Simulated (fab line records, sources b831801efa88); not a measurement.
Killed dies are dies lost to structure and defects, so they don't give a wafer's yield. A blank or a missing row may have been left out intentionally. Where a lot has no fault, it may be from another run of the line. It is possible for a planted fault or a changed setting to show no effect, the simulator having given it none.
What tool caused it? | flow gf180mcu | 7 lots with 21 wafers sampled at 3 steps, on a route of 602 steps

## WHAT THE GAUGES READ, wafer by wafer
GF_CONTACT_CD_MEAS_14: the cd target is 220 nm.
lot  | measured     | on        | cd-nm (nm)
L559 | day 16 04:16 | cd-sem-02 | 218.7 218.7 217.4
L561 | day 17 13:59 | cd-sem-01 | 220.4 219.2 219.7
L565 | day 19 08:37 | cd-sem-01 | 222.3 220.9 221.9
L568 | day 20 01:05 | cd-sem-02 | - - -
L576 | day 22 12:33 | cd-sem-01 | 221.2 221.5 222.1
L578 | day 23 06:10 | cd-sem-01 | 219.7 220.1 219.8
L580 | day 24 00:06 | cd-sem-02 | 221.0 220.8 219.4

## WHAT TOOL EACH LOT RAN ON (gives the tool, then ch and the chambers of the sampled wafers, and finally the start)
lot  | GF_SALICIDE_SPUTTER_03       | GF_CONTACT_DEVELOP_13
L559 | pvd-sputter-01, day 15 06:04 | litho-track-03 ch 0, day 16 04:07
L561 | pvd-sputter-02, day 16 14:52 | litho-track-01 ch 0, day 17 13:51
L565 | pvd-sputter-01, day 18 07:15 | litho-track-03 ch 0, day 19 08:28
L568 | pvd-sputter-03, day 18 23:34 | litho-track-03, day 20 00:56
L576 | pvd-sputter-01, day 21 11:41 | litho-track-04 ch 0, day 22 12:24
L578 | pvd-sputter-02, day 22 06:46 | litho-track-01 ch 0, day 23 06:01
L580 | pvd-sputter-02, day 23 00:53 | litho-track-04 ch 0, day 23 23:57
- GF_SALICIDE_SPUTTER_03: material TiN, target thk 20 nm, time 16.7 s.
- GF_CONTACT_DEVELOP_13: develop time 60 s.

## THE ANSWER, worked out from the rows above alone
Rule: what is usual is taken from the lots themselves. The widest of any qualifying gaps counts: lots, ordered by their means at a reading, are off when they make up no more than a third of the lots, leave a main group of 4 or more, and stand apart from it by 3 or more times the standard deviation of that group's means. A main group is skipped when, at the precision printed for the reading in the tables above, its means are all equal. Also off: a lot with no number at a reading for which 4 or more lots have one. The other lots that the step has rows for count as sound.
Off: L568 (GF_CONTACT_CD_MEAS_14, cd-nm). Without a number there: L568. For the main group the mean is 220.3 nm and the standard deviation 1.2.
A tool fits if, at a process step before that reading, it ran every lot that is off, and no sound lot after the first of them. The gauges at GF_CONTACT_CD_MEAS_14 are tried like those tools. This does not decide it: 2 tools fit, namely pvd-sputter-03 at GF_SALICIDE_SPUTTER_03 and litho-track-03 at GF_CONTACT_DEVELOP_13.

## WHAT THE SIMULATOR HAD PUT IN
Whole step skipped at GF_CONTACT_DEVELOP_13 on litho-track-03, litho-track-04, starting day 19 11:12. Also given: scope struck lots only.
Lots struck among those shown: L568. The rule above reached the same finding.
